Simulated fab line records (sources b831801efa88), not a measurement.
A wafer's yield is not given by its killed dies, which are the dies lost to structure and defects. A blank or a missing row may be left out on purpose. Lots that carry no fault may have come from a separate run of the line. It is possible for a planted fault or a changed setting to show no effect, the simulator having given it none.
fab line records ; flow sky130
[record] lots = 6; wafers = 18; last-day = 50
route steps=708 shown PWDE@53 NWELL@56 PAD_OPEN@708
lots that met no fault: taken from a fault-free run of the same line
start-h: start of the lot's first displayed wafer, in hours after the record's first day ; wait-h: hours from the lot's prior step to this one ; " identical to the entry in the row above ; L1.1+2: one row covering several wafers at once ; - either no value or no given start ; * or withheld: withheld ; < > ~ a bound
route shown NAME@n: names a module that has steps shown in the file, with the first one's number in the route ; usual: mean/standard deviation taken from wafers without a fault ; same: alike in all rows ; chamber/n: place in a boat ; sites: readings site by site ; _std_site: the values' standard deviation ; _edge_site: outer sites' mean less inner sites' ; radius-mm: for every site, how far away it sits from the centre of the wafer ; mask NAME#n: copy n ; behind: the last tool/chamber to shape the wafer ; hold: reason for holding the lot/hours on hold/outcome of the hold ; device: which transistor (n, p or np) failed to switch ; end of line: the same wafers' tests at the end of the route ; for a step that has no rows: nothing shown but its recipe ; killed: at the first sort, the dies lost to defects and structure; wafer yield is something else ; map: a wafer's dies, x killed, . not, _ none there
set.NAME: the setting the step ran with; set.NAME@STEP: the setting that earlier step ran with ; model.NAME: the simulator's own value behind a step, which no gauge read
lots seen at some steps along the route; tables by step, rows by wafer
services: the hour from which a tool's chamber was out of use, counted from the record's first day as start-h (under 0 if before that day), plus the number of hours and why
[[steps]]
[step SKY_PWDE_IMPLANT_08]
[recipe] species = B; energy-kev = 150; dose-cm2 = 3.684e+12; tilt-deg = withheld
[step SKY_PWDE_STRIP_09]
[recipe] chemistry = O2/N2; power-w = 1400; pressure-mtorr = 1500; platen-temp-c = withheld; o2-flow-sccm = 3000; n2-flow-sccm = 300; overash-fraction = 0.5
[usual] drypump-motor-current-A = 5.7/0.48; oes-product-au = 0.722/0.0046; strip-time-to-endpoint-s = 36.95/0.095
lot.wafer;tool;chamber;start-h;wait-h;drypump-motor-current-A;oes-product-au;rf-hours-counter-h;strip-time-to-endpoint-s
L357.2;plasma-asher-04;1;80.82;0.1;5.7;0.726;26;36.93
L357.4;plasma-asher-04;1;80.82;0.1;5.7;0.726;-;36.94
L357.6;plasma-asher-04;0;80.82;0.1;5.2;0.731;-;36.94
L361.1;plasma-asher-04;0;106.92;0.1;5.2;0.720;29;36.81
L361.2;plasma-asher-04;1;106.92;0.1;5.7;0.723;29;36.83
L361.4;plasma-asher-04;1;106.92;0.1;5.7;0.727;-;36.69
L370.3;plasma-asher-03;0;152.60;0.1;5.2;0.720;-;36.81
L370.4;plasma-asher-03;1;152.60;0.1;5.7;0.724;-;36.83
L370.6;plasma-asher-03;1;152.60;0.1;5.7;0.717;-;36.85
L374.2;plasma-asher-02;0;177.77;0.1;6.3;0.725;51;36.94
L374.3;plasma-asher-02;1;177.77;0.1;6.5;0.719;-;36.87
L374.4;plasma-asher-02;0;177.77;0.1;6.3;0.709;-;36.83
L375.1;plasma-asher-02;0;182.32;0.1;6.2;0.724;52;37.01
L375.3;plasma-asher-02;1;182.32;0.1;6.5;0.719;-;36.97
L375.4;plasma-asher-02;0;182.32;0.1;6.2;0.715;-;36.83
L377.1;plasma-asher-04;0;194.40;0.1;5.2;0.716;37;36.95
L377.2;plasma-asher-04;1;194.40;0.1;5.7;0.736;37;36.97
L377.6;plasma-asher-04;1;194.40;0.1;5.7;0.722;-;36.98
[step SKY_PWDE_TW_MEAS_10]
[usual] PWDE_TW = 377/3.7
lot.wafer;tool;chamber;start-h;wait-h;PWDE_TW
L357.2;film-metro-04;-;80.93;0.1;372
L357.4;film-metro-04;-;80.93;0.1;374
L357.6;film-metro-04;-;80.93;0.1;370
L361.1;film-metro-01;-;107.02;0.1;375
L361.2;film-metro-01;-;107.02;0.1;375
L361.4;film-metro-01;-;107.02;0.1;375
L370.3;film-metro-01;-;152.69;0.1;375
L370.4;film-metro-01;-;152.69;0.1;377
L370.6;film-metro-01;-;152.69;0.1;376
L374.2;film-metro-04;-;177.88;0.1;371
L374.3;film-metro-04;-;177.88;0.1;372
L374.4;film-metro-04;-;177.88;0.1;371
L375.1;film-metro-02;-;182.42;0.1;378
L375.3;film-metro-02;-;182.42;0.1;379
L375.4;film-metro-02;-;182.42;0.1;380
L377.1;film-metro-02;-;194.50;0.1;381
L377.2;film-metro-02;-;194.50;0.1;379
L377.6;film-metro-02;-;194.50;0.1;378
[step SKY_NWELL_DEHYDRATE_03]
[recipe] temp-c = 200; time-s = 60
[step SKY_NWELL_HMDS_04]
[recipe] prime-time-s = 60; prime-temp-c = 120
[step SKY_NWELL_COAT_05]
[recipe] spin-rpm = 2000; resist-thk-nm = 3000
[step SKY_NWELL_SOFTBAKE_06]
[recipe] temp-c = 110; time-s = withheld
[step SKY_NWELL_EXPOSE_07]
[recipe] mask-id = NWM; na = 0.6; source-shape = conventional; sigma-outer = 0.6; polarization = unpolarized; target-cd-nm = 840; dose-mj = 255
[step SKY_NWELL_PEB_08]
[recipe] temp-c = 115; time-s = withheld
[step SKY_NWELL_DEVELOP_09]
[recipe] wall-angle-deg = 90; developer = TMAH; develop-time-s = 60; dev-temp-c = 23
[step SKY_NWELL_OVL_MEAS_10]
[usual] NWELL_00_OVL = 0.6/1.8
lot.wafer;tool;chamber;start-h;wait-h;NWELL_00_OVL[nm]
L357.2;overlay-02;-;98.29;-;-2.4
L357.4;overlay-02;-;98.29;-;-0.2
L357.6;overlay-02;-;98.29;-;-1.1
L361.1;overlay-01;-;126.03;-;2.6
L361.2;overlay-01;-;126.03;-;1.1
L361.4;overlay-01;-;126.03;-;2.4
L370.3;overlay-01;-;173.29;-;-2.6
L370.4;overlay-01;-;173.29;-;-1.7
L370.6;overlay-01;-;173.29;-;-2.2
L374.2;overlay-02;-;212.36;-;2.1
L374.3;overlay-02;-;212.36;-;0.1
L374.4;overlay-02;-;212.36;-;1.2
L375.1;overlay-02;-;212.64;-;-0.5
L375.3;overlay-02;-;212.64;-;-1.1
L375.4;overlay-02;-;212.64;-;0.5
L377.1;overlay-02;-;213.25;-;-1.4
L377.2;overlay-02;-;213.25;-;-1.6
L377.6;overlay-02;-;213.25;-;-1.3
[step SKY_NWELL_IMPLANT_11]
[recipe] species = P; energy-kev = 400; dose-cm2 = 1.9e+13; tilt-deg = withheld
[step SKY_NWELL_IMPLANT_12]
[recipe] species = P; energy-kev = 120; dose-cm2 = 1.3e+12; tilt-deg = withheld
[usual] dose-ions-cm2 = 1.3001e+12/1.3e+09; faraday-current-uA = 7.33/0.15
lot.wafer;tool;chamber;start-h;wait-h;dose-ions-cm2;faraday-current-uA
L357.2;implanter-04;0;98.49;0.1;1.3007e+12;7.35
L357.4;implanter-04;0;98.49;0.1;1.299e+12;7.43
L357.6;implanter-04;0;98.49;0.1;1.2993e+12;7.42
L361.1;implanter-01;0;126.22;0.1;1.3009e+12;7.18
L361.2;implanter-01;0;126.22;0.1;1.3001e+12;7.23
L361.4;implanter-01;0;126.22;0.1;1.2984e+12;7.44
L370.3;implanter-01;0;173.52;0.1;1.4332e+12;8.06
L370.4;implanter-01;0;173.52;0.1;1.4319e+12;7.98
L370.6;implanter-01;0;173.52;0.1;1.4305e+12;8.19
L374.2;implanter-01;0;212.56;0.1;1.4335e+12;8.15
L374.3;implanter-01;0;212.56;0.1;1.4321e+12;8.39
L374.4;implanter-01;0;212.56;0.1;1.4321e+12;8.11
L375.1;implanter-04;0;212.99;0.1;1.3003e+12;7.59
L375.3;implanter-04;0;212.99;0.1;1.3003e+12;7.15
L375.4;implanter-04;0;212.99;0.1;1.3011e+12;7.32
L377.1;implanter-04;0;214.49;0.1;1.3007e+12;7.21
L377.2;implanter-04;0;214.49;0.1;1.303e+12;7.30
L377.6;implanter-04;0;214.49;0.1;1.2992e+12;7.43
[step SKY_NWELL_IMPLANT_13]
[recipe] species = P; energy-kev = 50; dose-cm2 = 7e+11; tilt-deg = withheld
[step SKY_PAD_OPEN_PROBE_99]
[usual] killed_at_M0_to_M3 = 43/6.3; killed_at_M4_up = 3.3/1.7; killed-at-contacts = 24/5.4; killed-at-front-end = 16/4.6; killed-at-other = 0.4/0.7; killed-dies = 87/9.4; killed-on-rim = 17/3.9; killed-open = 47/6.9; killed-short = 39/6.1
[same] gross-dies = 492; killed-at-back-side = 0
lot.wafer;tool;chamber;start-h;wait-h;killed_at_M0_to_M3;killed_at_M4_up;killed-at-contacts;killed-at-front-end;killed-at-other;killed-dies;killed-on-rim;killed-open;killed-short;model.etest.pfet_01v8_lvt.off-log10-a-um;model.etest.pfet-g5v0d10v5.vt-sat-v;model.etest.pfet_16v.vt-v;model.etest.pfet-g5v0d10v5.vt-long-v;model.etest.pfet_01v8_lvt.vt-sat-v;model.etest.pfet_01v8_lvt.vt-v;model.etest.pfet_01v8_lvt.vt-long-v
L357.2;prober-01;-;1091.36;0.1;41;7;19;13;0;80;15;39;41;-9.053;-0.6565;-1.119;-0.9502;-0.4517;-0.5392;-0.6594
L357.4;prober-01;-;1091.46;0.2;51;4;15;15;0;85;16;42;43;-9.035;-0.6592;-1.125;-0.9538;-0.4583;-0.5465;-0.6611
L357.6;prober-01;-;1091.56;0.2;45;9;24;19;0;97;25;55;42;-9.025;-0.6437;-1.115;-0.9408;-0.4559;-0.542;-0.6583
L361.1;prober-01;-;1119.46;0.1;40;4;29;16;3;92;17;49;41;-8.976;-0.6553;-1.112;-0.9401;-0.4476;-0.5354;-0.6562
L361.2;prober-01;-;1119.51;0.1;38;1;20;24;2;85;14;42;42;-9.101;-0.6455;-1.111;-0.9345;-0.4515;-0.5366;-0.6527
L361.4;prober-01;-;1119.61;0.2;46;2;20;15;1;84;16;48;36;-9.017;-0.6538;-1.112;-0.9425;-0.4464;-0.5341;-0.6542
L370.3;prober-02;-;1159.55;0.2;43;3;17;24;1;88;20;53;35;-9.47;-0.7123;-1.162;-0.9829;-0.4859;-0.5689;-0.681
L370.4;prober-02;-;1159.60;0.2;42;2;33;12;0;89;25;46;43;-9.628;-0.7075;-1.163;-0.9811;-0.4889;-0.5726;-0.6843
L370.6;prober-02;-;1159.70;0.2;59;3;25;19;0;106;19;65;41;-9.491;-0.7128;-1.165;-0.9869;-0.4806;-0.5657;-0.6784
L374.2;prober-02;-;1189.38;0.1;41;5;20;7;1;74;19;39;35;-9.386;-0.6683;-1.147;-0.9703;-0.4896;-0.5748;-0.6872
L374.3;prober-02;-;1189.43;0.2;41;1;19;14;0;75;13;34;41;-9.398;-0.6987;-1.148;-0.9715;-0.4854;-0.5722;-0.686
L374.4;prober-02;-;1189.48;0.2;34;2;15;11;2;64;12;36;28;-9.432;-0.6888;-1.148;-0.9765;-0.4864;-0.5714;-0.6857
L375.1;prober-01;-;1190.95;0.1;48;5;27;21;1;102;18;52;50;-9.101;-0.634;-1.116;-0.9463;-0.4623;-0.5513;-0.6701
L375.3;prober-01;-;1191.05;0.2;39;5;21;18;0;83;16;38;45;-9.189;-0.6482;-1.122;-0.9521;-0.4576;-0.5488;-0.6684
L375.4;prober-01;-;1191.10;0.2;59;1;32;16;0;108;29;56;52;-9.266;-0.671;-1.122;-0.9459;-0.4665;-0.5548;-0.67
L377.1;prober-01;-;1192.68;0.1;45;5;25;25;0;100;20;60;40;-9.055;-0.6471;-1.119;-0.9477;-0.4545;-0.5445;-0.6605
L377.2;prober-01;-;1192.73;0.1;43;2;24;14;0;83;18;37;46;-8.901;-0.6062;-1.105;-0.94;-0.4482;-0.5385;-0.6577
L377.6;prober-01;-;1192.93;0.2;43;2;18;14;0;77;20;41;36;-8.906;-0.653;-1.115;-0.9406;-0.4415;-0.5344;-0.6547
// killed by level:class
L357.2 VIA2:geometric-particle:open=9 VIA1:geometric-particle:open=9 LI_CONTACT:geometric-particle:open=7 METAL2:geometric-particle:short=7 CONTACT:geometric-particle:short=6 METAL1:geometric-particle:short=5 FIELD_ISO:geometric-particle:short=4 CONTACT:geometric-particle:open=4
L357.4 METAL1:geometric-particle:short=10 CONTACT:geometric-particle:open=9 VIA1:geometric-particle:open=8 VIA2:geometric-particle:open=8 METAL2:geometric-particle:short=6 FIELD_ISO:geometric-particle:open=4 CONTACT:geometric-particle:short=4 VIA3:geometric-particle:short=4
L357.6 VIA3:geometric-particle:open=9 VIA1:geometric-particle:open=8 CONTACT:geometric-particle:open=8 METAL4:geometric-particle:short=8 POLY_GATE:geometric-particle:open=6 VIA2:geometric-particle:open=6 FIELD_ISO:geometric-particle:open=4 FIELD_ISO:geometric-particle:short=4
L361.1 CONTACT:geometric-particle:open=11 VIA1:geometric-particle:open=8 FIELD_ISO:geometric-particle:open=7 LI_CONTACT:geometric-particle:open=7 LOCAL_INTERCONNECT:geometric-particle:short=7 METAL2:geometric-particle:short=7 VIA3:geometric-particle:open=7 METAL1:geometric-particle:short=5
L361.2 VIA1:geometric-particle:open=9 FIELD_ISO:geometric-particle:short=6 VIA3:geometric-particle:open=6 VIA2:geometric-particle:open=6 VIA2:geometric-particle:short=5 LI_CONTACT:geometric-particle:open=5 CONTACT:geometric-particle:open=5 SPACER:geometric-particle:short=4
L361.4 VIA1:geometric-particle:open=13 LI_CONTACT:geometric-particle:open=9 METAL2:geometric-particle:short=8 VIA3:geometric-particle:open=7 VIA1:geometric-particle:short=6 FIELD_ISO:geometric-particle:short=5 LI_CONTACT:geometric-particle:short=4 CONTACT:geometric-particle:open=4
L370.3 CONTACT:geometric-particle:open=9 METAL2:geometric-particle:short=7 VIA2:geometric-particle:open=7 VIA3:geometric-particle:open=7 LI_CONTACT:geometric-particle:open=6 VIA1:geometric-particle:open=6 FIELD_ISO:geometric-particle:open=5 POLY_GATE:geometric-particle:open=5
L370.4 VIA2:geometric-particle:open=11 CONTACT:geometric-particle:short=9 LI_CONTACT:geometric-particle:open=8 VIA1:geometric-particle:open=8 METAL2:geometric-particle:short=8 CONTACT:geometric-particle:open=6 LI_CONTACT:geometric-particle:short=5 METAL1:geometric-particle:short=5
L370.6 CONTACT:geometric-particle:open=15 METAL2:geometric-particle:short=10 VIA1:geometric-particle:open=9 VIA3:geometric-particle:open=8 METAL1:geometric-particle:short=6 VIA2:geometric-particle:open=6 VIA2:geometric-particle:short=6 FIELD_ISO:geometric-particle:open=4
L374.2 VIA2:geometric-particle:open=10 VIA1:geometric-particle:open=8 METAL1:geometric-particle:short=6 LI_CONTACT:geometric-particle:short=4 LI_CONTACT:geometric-particle:open=4 LOCAL_INTERCONNECT:geometric-particle:short=4 CONTACT:geometric-particle:open=4 METAL2:geometric-particle:short=4
L374.3 VIA1:geometric-particle:open=11 CONTACT:geometric-particle:open=6 METAL3:geometric-particle:short=6 METAL1:geometric-particle:short=5 VIA1:geometric-particle:short=5 LI_CONTACT:geometric-particle:short=4 CONTACT:geometric-particle:short=4 METAL2:geometric-particle:short=4
L374.4 VIA1:geometric-particle:open=7 FIELD_ISO:geometric-particle:open=5 LI_CONTACT:geometric-particle:open=5 CONTACT:geometric-particle:open=5 VIA1:geometric-particle:short=5 METAL2:geometric-particle:short=5 VIA3:geometric-particle:open=4 METAL1:geometric-particle:short=4
L375.1 VIA1:geometric-particle:open=14 LI_CONTACT:geometric-particle:open=9 VIA2:geometric-particle:open=7 CONTACT:geometric-particle:open=7 METAL2:geometric-particle:short=6 FIELD_ISO:geometric-particle:open=5 LI_CONTACT:geometric-particle:short=5 VIA1:geometric-particle:short=5
L375.3 VIA1:geometric-particle:short=9 VIA1:geometric-particle:open=9 LI_CONTACT:geometric-particle:open=6 METAL2:geometric-particle:short=6 FIELD_ISO:geometric-particle:open=5 VIA2:geometric-particle:open=5 CONTACT:geometric-particle:short=4 CONTACT:geometric-particle:open=4
L375.4 VIA1:geometric-particle:open=15 CONTACT:geometric-particle:open=11 LI_CONTACT:geometric-particle:open=10 VIA1:geometric-particle:short=9 VIA2:geometric-particle:open=7 FIELD_ISO:geometric-particle:short=6 VIA2:geometric-particle:short=6 CONTACT:geometric-particle:short=6
L377.1 POLY_GATE:geometric-particle:open=10 CONTACT:geometric-particle:open=10 VIA1:geometric-particle:open=10 LI_CONTACT:geometric-particle:open=8 POLY_GATE:geometric-particle:short=8 VIA2:geometric-particle:open=8 VIA1:geometric-particle:short=7 VIA3:geometric-particle:open=7
L377.2 CONTACT:geometric-particle:open=9 METAL1:geometric-particle:short=8 VIA1:geometric-particle:open=8 LOCAL_INTERCONNECT:geometric-particle:short=7 METAL2:geometric-particle:short=7 VIA3:geometric-particle:short=6 VIA2:geometric-particle:open=5 FIELD_ISO:geometric-particle:open=3
L377.6 CONTACT:geometric-particle:open=8 VIA1:geometric-particle:open=8 POLY_GATE:geometric-particle:open=6 METAL2:geometric-particle:short=6 VIA2:geometric-particle:open=5 VIA1:geometric-particle:short=4 VIA2:geometric-particle:short=4 METAL3:geometric-particle:short=4
[[services]]
tool;chamber;start-h;hours;kind
implanter-01;-;86.18;3.0;pm
plasma-asher-04;-;111.77;4.8;repair
implanter-04;-;116.75;4.2;repair
implanter-04;-;120.93;3.8;pm
implanter-01;-;156.32;7.0;repair
[[key]]
[first-sign] step = SKY_NWELL_IMPLANT_12; reading = dose-ions-cm2; direction = up; sigmas = 99+; usual = *; struck = *
[effect] step = SKY_NWELL_IMPLANT_12; reading = faraday-current-uA; direction = up; sigmas = 5.6; usual = 7.33; struck = 8.15
[model-effect] step = SKY_PAD_OPEN_PROBE_99; value = etest.pfet_01v8_lvt.off-log10-a-um; without = -9.126; struck = -9.467
met-at SKY_NWELL_IMPLANT_12
struck-wafers L370.3,L370.4,L370.6,L374.2,L374.3,L374.4
tester-left-out L370,L374
onset-between 126.22 173.52
[fault] kind = process-parameter-drift; tool = implanter-01; chamber = -; onset-h = 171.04; steps = SKY_NWELL_IMPLANT_12; channel = dose-cm2; offset = *; shape = step; end-h = 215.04; acts-in = *; stated = *
// tester-left-out: of these lots the tester's yield and bins aren't shown, on N5 and GAA mostly nor the transistor test; their killed dies are dies lost to structure and defects alone, not to doping, threshold or leakage, so they don't give the yield
